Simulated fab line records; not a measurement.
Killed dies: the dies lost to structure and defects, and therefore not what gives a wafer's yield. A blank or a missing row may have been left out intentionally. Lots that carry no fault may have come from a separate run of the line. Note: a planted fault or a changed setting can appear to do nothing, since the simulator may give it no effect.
Which tool was responsible? / flow sky130 / 33 wafers from 11 lots sampled at 6 of the route's 708 steps

WHAT THE GAUGES SHOWED, per wafer
SKY_LDD_N_TW_MEAS_17. Usual: LDD_N_TW typically reads 2597, with standard deviation 12.
lot=L539; measured=day 17 18:56; on=film-metro-01; LDD_N_TW=2592 2591 2596; flag=
lot=L542; measured=day 18 08:49; on=film-metro-01; LDD_N_TW=2576 2594 2598; flag=
lot=L540; measured=day 18 08:53; on=film-metro-02; LDD_N_TW=2592 2583 2593; flag=
lot=L543; measured=day 18 23:17; on=film-metro-01; LDD_N_TW=2704 2708 2697; flag=OFF
lot=L547; measured=day 20 11:57; on=film-metro-02; LDD_N_TW=2698 2698 2717; flag=OFF
lot=L553; measured=day 23 01:55; on=film-metro-01; LDD_N_TW=2613 2612 2597; flag=
lot=L555; measured=day 23 23:11; on=film-metro-04; LDD_N_TW=2605 2603 2590; flag=
lot=L556; measured=day 23 23:30; on=film-metro-02; LDD_N_TW=2596 2593 2605; flag=
lot=L557; measured=day 24 05:34; on=film-metro-04; LDD_N_TW=2592 2590 2602; flag=
lot=L558; measured=day 24 16:04; on=film-metro-01; LDD_N_TW=2615 2610 2596; flag=
lot=L562; measured=day 26 04:51; on=film-metro-01; LDD_N_TW=2604 2616 2605; flag=

SKY_METAL1_OVL_MEAS_16. Usual: METAL1_OVL typically reads -1 nm, with standard deviation 6.9.
lot=L539; measured=day 32 15:23; on=overlay-02; METAL1_OVL (nm)=-1 -6 -4; flag=
lot=L542; measured=day 33 04:34; on=overlay-02; METAL1_OVL (nm)=2 4 -1; flag=
lot=L540; measured=day 33 06:43; on=overlay-02; METAL1_OVL (nm)=-5 -12 -3; flag=
lot=L543; measured=day 33 15:11; on=overlay-02; METAL1_OVL (nm)=2 -6 11; flag=
lot=L547; measured=day 35 03:48; on=overlay-02; METAL1_OVL (nm)=-1 -8 -2; flag=
lot=L553; measured=day 37 06:37; on=overlay-01; METAL1_OVL (nm)=-3 -9 -10; flag=
lot=L555; measured=day 37 23:20; on=overlay-02; METAL1_OVL (nm)=-1 -4 -1; flag=
lot=L556; measured=day 38 02:35; on=overlay-01; METAL1_OVL (nm)=6 -2 0; flag=
lot=L557; measured=day 38 05:53; on=overlay-02; METAL1_OVL (nm)=-9 -10 -16; flag=
lot=L558; measured=day 38 14:44; on=overlay-02; METAL1_OVL (nm)=0 -2 2; flag=
lot=L562; measured=day 40 05:02; on=overlay-01; METAL1_OVL (nm)=6 12 6; flag=

SKY_VIA1_RS_MEAS_22: a four-point-probe measurement. Usual: VIA1_W_RS typically reads 0.427 ohm/sq, with standard deviation 0.0055.
lot=L539; measured=day 33 19:29; on=film-metro-03; VIA1_W_RS (ohm/sq)=0.430 0.431 0.428; flag=
lot=L542; measured=day 34 08:51; on=film-metro-04; VIA1_W_RS (ohm/sq)=0.430 0.430 0.432; flag=
lot=L540; measured=day 34 11:35; on=film-metro-04; VIA1_W_RS (ohm/sq)=0.426 0.422 0.424; flag=
lot=L543; measured=day 34 20:15; on=film-metro-02; VIA1_W_RS (ohm/sq)=0.425 0.429 0.424; flag=
lot=L547; measured=day 36 09:13; on=film-metro-03; VIA1_W_RS (ohm/sq)=0.426 0.424 0.426; flag=
lot=L553; measured=day 38 11:11; on=film-metro-04; VIA1_W_RS (ohm/sq)=0.420 0.423 0.423; flag=
lot=L555; measured=day 39 04:18; on=film-metro-03; VIA1_W_RS (ohm/sq)=0.429 0.423 0.425; flag=
lot=L556; measured=day 39 07:09; on=film-metro-03; VIA1_W_RS (ohm/sq)=0.427 0.422 0.423; flag=
lot=L557; measured=day 39 10:44; on=film-metro-03; VIA1_W_RS (ohm/sq)=0.420 0.425 0.434; flag=
lot=L558; measured=day 39 18:52; on=film-metro-03; VIA1_W_RS (ohm/sq)=0.425 0.425 0.426; flag=
lot=L562; measured=day 41 07:01; on=film-metro-03; VIA1_W_RS (ohm/sq)=0.429 0.422 0.432; flag=

WHAT TOOL EACH LOT RAN ON (gives the tool, then ch and the chambers of the sampled wafers, and finally the start)
lot=L539; SKY_LDD_N_IMPLANT_11=implanter-03 ch 0, day 17 13:58; SKY_LDD_N_STRIP_16=plasma-asher-02 ch 0,1, day 17 18:49; SKY_LI_CONTACT_ETCH_14=rie-diel-01 ch 0,1,2, day 29 05:52
lot=L542; SKY_LDD_N_IMPLANT_11=implanter-04 ch 0, day 18 07:58; SKY_LDD_N_STRIP_16=plasma-asher-02 ch 0,1, day 18 08:43; SKY_LI_CONTACT_ETCH_14=rie-diel-03 ch 0,1,3, day 29 17:24
lot=L540; SKY_LDD_N_IMPLANT_11=implanter-03 ch 0, day 18 08:02; SKY_LDD_N_STRIP_16=plasma-asher-04 ch 0,1, day 18 08:47; SKY_LI_CONTACT_ETCH_14=rie-diel-04 ch 2,3, day 29 17:55
lot=L543; SKY_LDD_N_IMPLANT_11=implanter-04 ch 0, day 18 21:56; SKY_LDD_N_STRIP_16=plasma-asher-02 ch 0, day 18 23:11; SKY_LI_CONTACT_ETCH_14=rie-diel-01 ch 0,1, day 30 03:40
lot=L547; SKY_LDD_N_IMPLANT_11=implanter-03 ch 0, day 20 10:40; SKY_LDD_N_STRIP_16=plasma-asher-01 ch 0, day 20 11:50; SKY_LI_CONTACT_ETCH_14=rie-diel-03 ch 0,1,2, day 31 15:19
lot=L553; SKY_LDD_N_IMPLANT_11=implanter-04 ch 0, day 23 01:04; SKY_LDD_N_STRIP_16=plasma-asher-01 ch 0,1, day 23 01:49; SKY_LI_CONTACT_ETCH_14=rie-diel-03 ch 0,1, day 33 16:39
lot=L555; SKY_LDD_N_IMPLANT_11=implanter-02 ch 0, day 23 22:20; SKY_LDD_N_STRIP_16=plasma-asher-01 ch 0,1, day 23 23:05; SKY_LI_CONTACT_ETCH_14=rie-diel-03 ch 1,2, day 34 10:24
lot=L556; SKY_LDD_N_IMPLANT_11=implanter-04 ch 0, day 23 22:40; SKY_LDD_N_STRIP_16=plasma-asher-02 ch 0,1, day 23 23:23; SKY_LI_CONTACT_ETCH_14=rie-diel-01 ch 2,3, day 34 13:43
lot=L557; SKY_LDD_N_IMPLANT_11=implanter-02 ch 0, day 24 04:43; SKY_LDD_N_STRIP_16=plasma-asher-01 ch 1, day 24 05:28; SKY_LI_CONTACT_ETCH_14=rie-diel-03 ch 1,2,3, day 34 15:42
lot=L558; SKY_LDD_N_IMPLANT_11=implanter-04 ch 0, day 24 15:13; SKY_LDD_N_STRIP_16=plasma-asher-04 ch 0, day 24 15:58; SKY_LI_CONTACT_ETCH_14=rie-diel-03 ch 1,2, day 35 01:30
lot=L562; SKY_LDD_N_IMPLANT_11=implanter-04 ch 0, day 26 04:01; SKY_LDD_N_STRIP_16=plasma-asher-02 ch 0,1, day 26 04:44; SKY_LI_CONTACT_ETCH_14=rie-diel-01 ch 0,2, day 36 17:11
- SKY_LDD_N_IMPLANT_11
- SKY_LDD_N_STRIP_16: strips in O2/N2.
- SKY_LI_CONTACT_ETCH_14: etches BARC in N2/H2, stops on SiO2, time 45.9 s, target depth 60 nm.

AS READ BY THE TOOLS THEMSELVES (means over the sampled wafers that have a number; for cases with no such wafer, the mark the record gives instead)
SKY_LDD_N_IMPLANT_11. Usual: dose-ions-cm2 7.5e+13, standard deviation 6.6e+10.
lot=L539 tool=implanter-03 dose-ions-cm2=7.5e+13 flag=
lot=L542 tool=implanter-04 dose-ions-cm2=7.5e+13 flag=
lot=L540 tool=implanter-03 dose-ions-cm2=7.5e+13 flag=
lot=L543 tool=implanter-04 dose-ions-cm2=7.5e+13 flag=
lot=L547 tool=implanter-03 dose-ions-cm2=7.5e+13 flag=
lot=L553 tool=implanter-04 dose-ions-cm2=7.5e+13 flag=
lot=L555 tool=implanter-02 dose-ions-cm2=7.5e+13 flag=
lot=L556 tool=implanter-04 dose-ions-cm2=7.5e+13 flag=
lot=L557 tool=implanter-02 dose-ions-cm2=7.5e+13 flag=
lot=L558 tool=implanter-04 dose-ions-cm2=7.5e+13 flag=
lot=L562 tool=implanter-04 dose-ions-cm2=7.5e+13 flag=

SKY_LDD_N_STRIP_16. Usual: drypump-motor-current-A 5.5 A, standard deviation 0.5; oes-product-au 0.407 a.u., standard deviation 0.0043; strip-time-to-endpoint-s 4.315 s, standard deviation 0.014.
lot=L539; tool=plasma-asher-02; drypump-motor-current-A (A)=5.3; oes-product-au (a.u.)=0.408; strip-time-to-endpoint-s (s)=4.332; flag=
lot=L542; tool=plasma-asher-02; drypump-motor-current-A (A)=5.3; oes-product-au (a.u.)=0.407; strip-time-to-endpoint-s (s)=4.301; flag=
lot=L540; tool=plasma-asher-04; drypump-motor-current-A (A)=5.9; oes-product-au (a.u.)=0.406; strip-time-to-endpoint-s (s)=4.336; flag=
lot=L543; tool=plasma-asher-02; drypump-motor-current-A (A)=5.3; oes-product-au (a.u.)=0.406; strip-time-to-endpoint-s (s)=4.526; flag=OFF
lot=L547; tool=plasma-asher-01; drypump-motor-current-A (A)=4.8; oes-product-au (a.u.)=0.412; strip-time-to-endpoint-s (s)=4.551; flag=OFF
lot=L553; tool=plasma-asher-01; drypump-motor-current-A (A)=5.3; oes-product-au (a.u.)=0.407; strip-time-to-endpoint-s (s)=4.294; flag=
lot=L555; tool=plasma-asher-01; drypump-motor-current-A (A)=5.8; oes-product-au (a.u.)=0.407; strip-time-to-endpoint-s (s)=4.313; flag=
lot=L556; tool=plasma-asher-02; drypump-motor-current-A (A)=5.3; oes-product-au (a.u.)=0.407; strip-time-to-endpoint-s (s)=4.307; flag=
lot=L557; tool=plasma-asher-01; drypump-motor-current-A (A)=6.2; oes-product-au (a.u.)=0.405; strip-time-to-endpoint-s (s)=4.308; flag=
lot=L558; tool=plasma-asher-04; drypump-motor-current-A (A)=5.9; oes-product-au (a.u.)=0.402; strip-time-to-endpoint-s (s)=4.321; flag=
lot=L562; tool=plasma-asher-02; drypump-motor-current-A (A)=5.3; oes-product-au (a.u.)=0.405; strip-time-to-endpoint-s (s)=4.306; flag=

SKY_LI_CONTACT_ETCH_14. Usual: drypump-motor-current-A 6.0 A, standard deviation 0.46; oes-product-au 0.855 a.u., standard deviation 0.0043; throttle-valve-pct 13.224 %, standard deviation 0.0093.
lot=L539; tool=rie-diel-01; drypump-motor-current-A (A)=6.0; oes-product-au (a.u.)=0.855; throttle-valve-pct (%)=13.222; flag=
lot=L542; tool=rie-diel-03; drypump-motor-current-A (A)=6.0; oes-product-au (a.u.)=0.858; throttle-valve-pct (%)=13.221; flag=
lot=L540; tool=rie-diel-04; drypump-motor-current-A (A)=6.0; oes-product-au (a.u.)=0.854; throttle-valve-pct (%)=13.226; flag=
lot=L543; tool=rie-diel-01; drypump-motor-current-A (A)=5.7; oes-product-au (a.u.)=0.856; throttle-valve-pct (%)=13.225; flag=
lot=L547; tool=rie-diel-03; drypump-motor-current-A (A)=6.1; oes-product-au (a.u.)=0.850; throttle-valve-pct (%)=13.227; flag=
lot=L553; tool=rie-diel-03; drypump-motor-current-A (A)=6.2; oes-product-au (a.u.)=0.856; throttle-valve-pct (%)=13.227; flag=
lot=L555; tool=rie-diel-03; drypump-motor-current-A (A)=6.5; oes-product-au (a.u.)=0.848; throttle-valve-pct (%)=13.224; flag=
lot=L556; tool=rie-diel-01; drypump-motor-current-A (A)=5.7; oes-product-au (a.u.)=0.854; throttle-valve-pct (%)=13.221; flag=
lot=L557; tool=rie-diel-03; drypump-motor-current-A (A)=6.2; oes-product-au (a.u.)=0.855; throttle-valve-pct (%)=13.219; flag=
lot=L558; tool=rie-diel-03; drypump-motor-current-A (A)=6.3; oes-product-au (a.u.)=0.860; throttle-valve-pct (%)=13.230; flag=
lot=L562; tool=rie-diel-01; drypump-motor-current-A (A)=6.3; oes-product-au (a.u.)=0.856; throttle-valve-pct (%)=13.228; flag=

THE ANSWER, worked out from the rows above alone
Rule: lot off if the mean of its wafers having a number is beyond 3 standard deviations from the usual mean. Also off: a lot with no number at a reading for which 4 or more lots have one. Where the step has rows for the other lots, those lots are counted as sound. After the gauges, taken in route order, come the tools' own readings; for these a lot's mean is taken, as printed above. The first step at which some lot is off is used, and at that step the reading that is off furthest; a lot without a number counts as furthest.
Off: L543, L547, seen at SKY_LDD_N_TW_MEAS_17 (LDD_N_TW).
A tool fits if, at a process step before that reading, it ran every lot that is off, and no sound lot after the first of them. Not tried: the gauges at SKY_LDD_N_TW_MEAS_17; whatever is off there is also off at SKY_LDD_N_STRIP_16, on other tools, and gauge error can't account for it. Not one of the candidates tried fits.

WHAT HAD BEEN PUT IN BY THE SIMULATOR
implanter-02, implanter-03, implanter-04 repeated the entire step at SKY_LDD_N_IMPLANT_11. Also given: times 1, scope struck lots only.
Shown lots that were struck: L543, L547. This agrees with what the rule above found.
